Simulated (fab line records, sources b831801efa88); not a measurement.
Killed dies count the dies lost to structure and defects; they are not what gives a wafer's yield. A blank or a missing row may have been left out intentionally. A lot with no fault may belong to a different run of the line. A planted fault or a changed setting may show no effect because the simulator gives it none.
Struck lot and sound lot, side by side + flow sky130 + 15 out of 708 route steps
Sound: the wafers L645.2, L645.5, L645.6. Struck: wafers L660.4, L660.6. (L660.2 of the same lot was not struck and is left out.) The cause comes at the end.
Per side, at each step with rows, come the tool, then ch with its chambers, and then its first start. Under that, the readings that differ: sound wafers + struck wafers + difference of the means + sigmas: that difference in standard deviations of wafers without a fault.
alike: a reading whose means differ by less than 2 such deviations, as well as words and numbers matching on both sides. not compared: withheld readings; readings where some wafer has no value; bounds like >300 that might hide an equal value; numbers whose values overlap and for which the record gives no deviation.
The two part at a step that has a row with sigmas, a row that says differs or no value, or rows on one side only. Numbers that don't overlap but have no deviation are shown without sigmas and don't part them. Lack of a reading on every wafer of one side parts them only where that side has two or more wafers.

SKY_LOCAL_INTERCONNECT_THK_MEAS_02: measures by xrf.
  sound on film_metro-01 at day 30 10:19; struck on film_metro-04 at day 35 05:02
  alike: LOCAL_INTERCONNECT_TIN_THK
then, 8 steps without rows for these wafers: SKY_LOCAL_INTERCONNECT_DEHYDRATE_03 (time 60 s); SKY_LOCAL_INTERCONNECT_HMDS_04 (prime time 60 s); SKY_LOCAL_INTERCONNECT_COAT_05 (resist thk 60 nm); SKY_LOCAL_INTERCONNECT_COAT_06 (resist thk 450 nm); SKY_LOCAL_INTERCONNECT_SOFTBAKE_07 (time 90 s); SKY_LOCAL_INTERCONNECT_EXPOSE_08 (exposes mask LI1M, target cd 170 nm); SKY_LOCAL_INTERCONNECT_PEB_09; SKY_LOCAL_INTERCONNECT_DEVELOP_10 (develop time 60 s).
SKY_LOCAL_INTERCONNECT_CD_MEAS_11: the cd target is 170 nm.
  sound on cd_sem-02 at day 31 14:55; struck on cd_sem-01 at day 36 06:59
| reading    | sound             | struck      | difference | sigmas |
|------------|-------------------|-------------|------------|--------|
| cd_nm (nm) | 168.3 170.0 168.4 | 173.4 174.7 | +5.2       | +3     |
SKY_LOCAL_INTERCONNECT_OVL_MEAS_12:
  sound on overlay-01 at day 31 15:01; struck on overlay-01 at day 36 07:05
  alike: LOCAL_INTERCONNECT_OVL
SKY_LOCAL_INTERCONNECT_ETCH_13: etches BARC in N2/H2, stops on SiO2, time 45.9 s, target depth 60 nm.
  sound on rie_metal-01 ch 0,1, day 31 15:02; struck on rie_metal-04 ch 1, day 36 07:07
| reading                     | sound       | struck  | difference | sigmas |
|-----------------------------|-------------|---------|------------|--------|
| drypump_motor_current_A (A) | 6.4 6.4 6.4 | 5.5 5.5 | -0.9       | -3     |
  alike: oes_product_au, run_length_s, throttle_valve_pct
  not compared: rf_hours_counter_h
SKY_LOCAL_INTERCONNECT_METAL_ETCH_14: etches TiN in Cl2/BCl3, stops on PSG, target depth 110 nm, time 31.4 s.
  sound on rie_metal-01 ch 0,1, day 31 15:07; struck on rie_metal-04 ch 1, day 36 07:11
| reading                                                   | sound                | struck        | difference | sigmas |
|-----------------------------------------------------------|----------------------|---------------|------------|--------|
| drypump_motor_current_A (A)                               | 6.4 6.4 6.4          | 5.5 5.5       | -0.9       | -3     |
| oes_product_au (a.u.)                                     | 0.948 0.944 0.946    | 0.842 0.847   | -0.101     | -15    |
| run_length_s (s)                                          | 59.3 59.5 60.0       | 66.1 65.7     | +6.3       | +19    |
| throttle_valve_pct (%)                                    | 21.901 21.890 21.910 | 21.969 21.957 | +0.063     | +6     |
| model.KrF-thick_of_LOCAL_INTERCONNECT_COAT_06.thk_nm (nm) | 344.3 343.8 342.7    | 336.4 336.5   | -7.2       |        |
| model.PSG_of_LI_CONTACT_HDPCVD_00.thk_nm (nm)             | 586.4 586.6 586.9    | 585.4 583.2   | -2.3       |        |
| model.LOCAL_INTERCONNECT.feature_depth_nm (nm)            | 100.4 100.4 99.36    | 103.6 103.8   | +3.6       |        |
  not compared: rf_hours_counter_h
SKY_LOCAL_INTERCONNECT_STRIP_15: strips in O2/N2.
  sound on plasma_asher-03 ch 0,1, day 31 15:10; struck on plasma_asher-03 ch 0,1, day 36 07:14
| reading                      | sound             | struck      | difference | sigmas |
|------------------------------|-------------------|-------------|------------|--------|
| strip_time_to_endpoint_s (s) | 4.678 4.681 4.655 | 4.609 4.596 | -0.069     | -4     |
  alike: drypump_motor_current_A, o2_flow_sccm, oes_product_au
  not compared: rf_hours_counter_h
then, 1 step without rows for these wafers: SKY_LOCAL_INTERCONNECT_STRIP_16 (strips in post etch residue remover, time 1200 s).

WHERE THEY PART
Earliest at SKY_LOCAL_INTERCONNECT_CD_MEAS_11; latest, in this record, at SKY_LOCAL_INTERCONNECT_STRIP_15.

WHY: what the simulator had put in
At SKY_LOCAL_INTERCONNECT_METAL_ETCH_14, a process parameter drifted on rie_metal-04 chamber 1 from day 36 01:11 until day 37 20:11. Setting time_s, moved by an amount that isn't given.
